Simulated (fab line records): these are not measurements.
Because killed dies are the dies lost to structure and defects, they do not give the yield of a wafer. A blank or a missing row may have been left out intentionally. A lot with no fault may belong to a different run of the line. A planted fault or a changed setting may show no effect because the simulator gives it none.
Matching of chambers || flow sfqLine || pecvd-03 running SFQ_TRILAYER_I3_DEP_PECVD_081: 3 sister chambers
The step deposits SiO2 from SiH4/N2O, time 111.11 s, target thk 500 nm. 3 wafers are shown with their chamber, then 7 later ones without.

== WAFERS PAIRED WITH THEIR CHAMBERS ==
{"wafer": "L701.4", "chamber": 0, "throttleValvePct (%)": 24.8}
{"wafer": "L703.4", "chamber": 1, "throttleValvePct (%)": 25.9}
{"wafer": "L703.5", "chamber": 2, "throttleValvePct (%)": 26.9}

== WAFERS WITHOUT THEIR CHAMBER ==
{"wafer": "L703.6", "throttleValvePct (%)": 24.6}
{"wafer": "L707.1", "throttleValvePct (%)": 27.1}
{"wafer": "L707.3", "throttleValvePct (%)": 26.2}
{"wafer": "L707.4", "throttleValvePct (%)": 24.8}
{"wafer": "L709.3", "throttleValvePct (%)": 24.6}
{"wafer": "L709.5", "throttleValvePct (%)": 26.2}
{"wafer": "L709.6", "throttleValvePct (%)": 24.7}

== EACH ONE'S CHAMBER ==
{"wafer": "L703.6", "from the rows above": 0, "in truth": 0}
{"wafer": "L707.1", "from the rows above": 2, "in truth": 2}
{"wafer": "L707.3", "from the rows above": "can't be placed: 1 or 2", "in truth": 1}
{"wafer": "L707.4", "from the rows above": 0, "in truth": 0}
{"wafer": "L709.3", "from the rows above": 0, "in truth": 0}
{"wafer": "L709.5", "from the rows above": "can't be placed: 1 or 2", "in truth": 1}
{"wafer": "L709.6", "from the rows above": 0, "in truth": 0}
Correctly placed: 5 of 7. Can't be placed from these rows: 2 (the true chamber is among the candidates in 2). Placed wrongly: 0.
How it was worked out, from the rows above alone: a wafer's distance from a chamber is the root of the sum, over the readings, of the square of ((its reading less the chamber's mean) divided by the reading's scatter). If the next closest chamber is less than 2 further off than the closest, the wafer can't be placed; otherwise it belongs to the closest. For every chamber, the mean is computed from those of its wafers that are shown. The scatter (one wafer shown for each chamber): square how far every hidden wafer sits from the nearest shown wafer, average those squares and take the square root.
